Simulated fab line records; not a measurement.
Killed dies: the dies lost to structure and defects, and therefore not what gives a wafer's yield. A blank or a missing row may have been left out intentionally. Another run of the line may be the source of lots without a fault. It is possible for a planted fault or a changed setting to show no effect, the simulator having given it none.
Which tool was responsible?	flow gf180mcu	6 lots (18 wafers sampled), 1 step of a 602-step route

## WHAT EACH GAUGE READ, for each wafer
GF_VT_IMPLANT_RS_MEAS_46: the measuring method here is four-point-probe.
lot	measured	on	MVSD_RS (ohm/sq)
L793	day 8 04:21	film metro-03	456.4 455.9 456.8
L795	day 8 19:01	film metro-04	457.3 455.6 457.6
L797	day 9 06:19	film metro-04	456.8 458.2 457.3
L799	day 9 18:31	film metro-01	455.6 455.9 455.6
L810	day 12 20:52	film metro-04	457.5 458.0 456.4
L813	day 13 17:14	film metro-01	455.6 456.9 456.0

## WHICH TOOL RAN EACH LOT (tool, then ch and the chambers of the sampled wafers, then the start)
The record holds no process step before these readings.

## THE ANSWER, worked out from the rows above alone
Rule: usual is defined by the lots themselves. Put in order of their means at a reading, lots are off if they are a third of the lots or fewer, leave a main group of 4 or more, and stand apart from it by a gap of 3 or more times the standard deviation of the main group's means; of several such gaps the widest counts. If all means in a main group match to the digits the tables above print for the reading, that group is not used. A lot without any number at a reading at which 4 lots or more have one is off too. Any other lot the step has rows for is counted as sound.
None of the lots is off at any reading shown; this tells nothing.

## WHAT HAD BEEN PUT IN BY THE SIMULATOR
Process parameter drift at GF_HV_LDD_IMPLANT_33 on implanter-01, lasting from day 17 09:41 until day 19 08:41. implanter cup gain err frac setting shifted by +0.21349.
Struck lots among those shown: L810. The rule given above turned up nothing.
